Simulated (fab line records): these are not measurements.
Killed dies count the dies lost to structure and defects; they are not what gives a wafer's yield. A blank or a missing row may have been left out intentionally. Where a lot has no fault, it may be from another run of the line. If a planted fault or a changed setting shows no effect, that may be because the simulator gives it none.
The tool behind it: which one? | flow gf180mcu | 11 lots, 33 wafers sampled, at 3 steps of a route of 602

## WHAT THE GAUGES SHOWED, per wafer
GF_HV_LDD_TW_MEAS_38.
lot  | measured     | on            | HV_LDD_3_TW
L649 | day 11 15:36 | film-metro-01 | 1426 1427 1417
L650 | day 11 21:27 | film-metro-01 | 1421 1426 1422
L651 | day 11 23:04 | film-metro-02 | 1441 1440 1447
L652 | day 12 13:06 | film-metro-01 | 1429 1430 1426
L653 | day 12 19:14 | film-metro-04 | 1418 1415 1419
L656 | day 14 00:20 | film-metro-02 | 1439 1436 1437
L662 | day 15 12:20 | film-metro-04 | 1318 1312 1325 1321 1322 1325
L663 | day 15 22:35 | film-metro-01 | 1425 1433 1432
L666 | day 16 19:46 | film-metro-04 | 1319 1314 1323 1324 1320 1325
L669 | day 17 16:11 | film-metro-04 | 1416 1411 1416
L670 | day 18 00:40 | film-metro-04 | 1428 1429 1426

## TOOL THAT RAN EACH LOT (tool first, then ch and the chambers of the sampled wafers, then the start)
lot  | GF_POLY_GATE_ETCH_12               | GF_HV_LDD_IMPLANT_33
L649 | rie-diel-01 ch 0,2,3, day 9 08:29  | implanter-02 ch 0, day 11 14:54
L650 | rie-diel-02 ch 0,1,2, day 9 14:35  | implanter-01 ch 0, day 11 20:46
L651 | rie-diel-02 ch 1,2,3, day 9 16:11  | implanter-02 ch 0, day 11 22:24
L652 | rie-diel-04 ch 0,1, day 10 01:14   | implanter-03 ch 0, day 12 12:25
L653 | rie-diel-01 ch 2,3, day 10 06:10   | implanter-02 ch 0, day 12 18:32
L656 | rie-diel-01 ch 1,2, day 11 12:28   | implanter-03 ch 0, day 13 23:38
L662 | rie-diel-01 ch 0,1,3, day 12 20:46 | implanter-02 ch 0, day 15 11:38
L663 | rie-diel-04 ch 0,2,3, day 13 05:43 | implanter-01 ch 0, day 15 21:55
L666 | rie-diel-01 ch 0,2,3, day 14 01:28 | implanter-02 ch 0, day 16 19:07
L669 | rie-diel-01 ch 0,3, day 14 20:41   | implanter-01 ch 0, day 17 15:31
L670 | rie-diel-01 ch 0,2,3, day 15 04:34 | implanter-01 ch 0, day 17 23:58
- GF_POLY_GATE_ETCH_12: etches BARC in N2/H2.
- GF_HV_LDD_IMPLANT_33

## THE ANSWER, worked out from the rows above alone
Rule: the lots themselves supply what counts as usual. The widest of any qualifying gaps counts: lots, ordered by their means at a reading, are off when they make up no more than a third of the lots, leave a main group of 4 or more, and stand apart from it by 3 or more times the standard deviation of that group's means. The tables above print the reading to a certain number of digits; a main group whose means all agree to those digits is not used. Also off: a lot with no number at a reading for which 4 or more lots have one. Any other lot the step has rows for is counted as sound.
Off: at GF_HV_LDD_TW_MEAS_38 (HV_LDD_3_TW), L662, L666. Main group: mean 1427, sd 8.5.
A tool fits if, at a process step before that reading, it ran every lot that is off, and no sound lot after the first of them. Gauges at GF_HV_LDD_TW_MEAS_38: tried the same way as those tools. One candidate fits, namely implanter-02 at GF_HV_LDD_IMPLANT_33. A fault onset in the window from L653 (day 12 18:32, its last sound lot) to L662 (day 15 11:38, its first lot off) fits.

## WHAT THE SIMULATOR PUT IN
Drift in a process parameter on implanter-02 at GF_HV_LDD_IMPLANT_33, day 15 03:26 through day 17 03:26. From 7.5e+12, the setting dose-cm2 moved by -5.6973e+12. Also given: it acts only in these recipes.
Struck lots among those shown: L662, L666. The rule above found the same.
